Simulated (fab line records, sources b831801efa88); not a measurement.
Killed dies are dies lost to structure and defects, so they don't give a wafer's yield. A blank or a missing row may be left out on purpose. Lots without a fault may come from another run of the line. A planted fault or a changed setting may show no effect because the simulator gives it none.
Which tool did it? | flow sfq_line | 14 lots, 42 wafers sampled, at 2 steps of a route of 325

WHAT THE GAUGES READ, wafer by wafer
SFQ_M3_RS_MEAS_919: measures by four-point-probe.
lot  | measured     | on            | M3_NB_RS (ohm/sq)
L999 | day 24 10:11 | film_metro-03 | 0.909 0.889 0.889
L100 | day 24 12:37 | film_metro-03 | 0.898 0.893 0.884
L103 | day 26 08:25 | film_metro-02 | 0.889 0.890 0.894
L104 | day 26 15:34 | film_metro-03 | 0.887 0.899 0.880
L106 | day 27 09:38 | film_metro-03 | 0.901 0.894 0.891
L107 | day 27 21:35 | film_metro-04 | 0.902 0.886 0.907
L108 | day 28 09:09 | film_metro-03 | 0.891 0.879 0.892
L110 | day 29 00:45 | film_metro-04 | 0.888 0.896 0.906
L111 | day 29 06:46 | film_metro-02 | 0.897 0.891 0.874
L112 | day 29 11:22 | film_metro-02 | 0.904 0.904 0.906
L113 | day 29 19:51 | film_metro-02 | 0.893 0.893 0.883
L114 | day 30 15:03 | film_metro-03 | 0.884 0.901 0.898
L120 | day 32 22:20 | film_metro-03 | 0.873 0.897 0.880
L122 | day 33 09:11 | film_metro-02 | 0.893 0.870 0.894

WHICH TOOL RAN EACH LOT (tool, then ch and the chambers of the sampled wafers, then the start)
lot  | SFQ_TRILAYER_M2_STRIP_STRIP_061
L999 | rie_metal-02 ch 0,1, day 20 12:16
L100 | rie_metal-02 ch 0,1, day 20 17:04
L103 | rie_metal-01 ch 0,1, day 22 18:34
L104 | rie_metal-02 ch 0,1, day 23 02:56
L106 | rie_metal-04 ch 0,1, day 23 18:44
L107 | rie_metal-02 ch 0,1, day 24 12:20
L108 | rie_metal-01 ch 0,1, day 24 15:56
L110 | rie_metal-01 ch 0, day 25 02:44
L111 | rie_metal-01 ch 0,1, day 25 07:32
L112 | rie_metal-02 ch 0,1, day 25 12:20
L113 | rie_metal-01 ch 0,1, day 25 18:20
L114 | rie_metal-02 ch 0,1, day 26 08:11
L120 | rie_metal-01 ch 0,1, day 28 09:33
L122 | rie_metal-01 ch 0,1, day 29 00:15
- SFQ_TRILAYER_M2_STRIP_STRIP_061: strips in O2.

WHAT THE TOOLS THEMSELVES READ (means of the sampled wafers that have a number; where no wafer has one, the mark that the record gives instead)
SFQ_TRILAYER_M2_STRIP_STRIP_061.
lot  | tool         | drypump_motor_current_A (A) | oes_product_au (a.u.)
L999 | rie_metal-02 | 5.63                        | 0.991
L100 | rie_metal-02 | 5.65                        | 0.987
L103 | rie_metal-01 | 6.29                        | 0.994
L104 | rie_metal-02 | 5.65                        | 0.986
L106 | rie_metal-04 | 6.00                        | 0.993
L107 | rie_metal-02 | 5.69                        | 0.997
L108 | rie_metal-01 | 6.28                        | 0.992
L110 | rie_metal-01 | 6.20                        | 0.999
L111 | rie_metal-01 | 6.28                        | 0.989
L112 | rie_metal-02 | 5.62                        | 0.988
L113 | rie_metal-01 | 6.26                        | 0.995
L114 | rie_metal-02 | 5.65                        | 0.992
L120 | rie_metal-01 | 6.26                        | 0.995
L122 | rie_metal-01 | 6.26                        | 0.990

THE ANSWER, worked out from the rows above alone
Rule: what is usual is taken from the lots themselves. Put in order of their means at a reading, lots are off if they are a third of the lots or fewer, leave a main group of 4 or more, and stand apart from it by a gap of 3 or more times the standard deviation of the main group's means; of several such gaps the widest counts. A main group whose means are all the same, to the digits that the tables above print for the reading, isn't used. A lot without any number at a reading at which 4 lots or more have one is off too. The other lots that the step has rows for count as sound. The gauges are gone through in route order, then the tools' own readings, and for those a lot's mean is taken as printed above. The first step at which some lot is off is used, and at that step the reading that is off furthest; a lot without a number counts as furthest.
No lot is off at any reading shown: from this, nothing can be told.

WHAT THE SIMULATOR HAD PUT IN
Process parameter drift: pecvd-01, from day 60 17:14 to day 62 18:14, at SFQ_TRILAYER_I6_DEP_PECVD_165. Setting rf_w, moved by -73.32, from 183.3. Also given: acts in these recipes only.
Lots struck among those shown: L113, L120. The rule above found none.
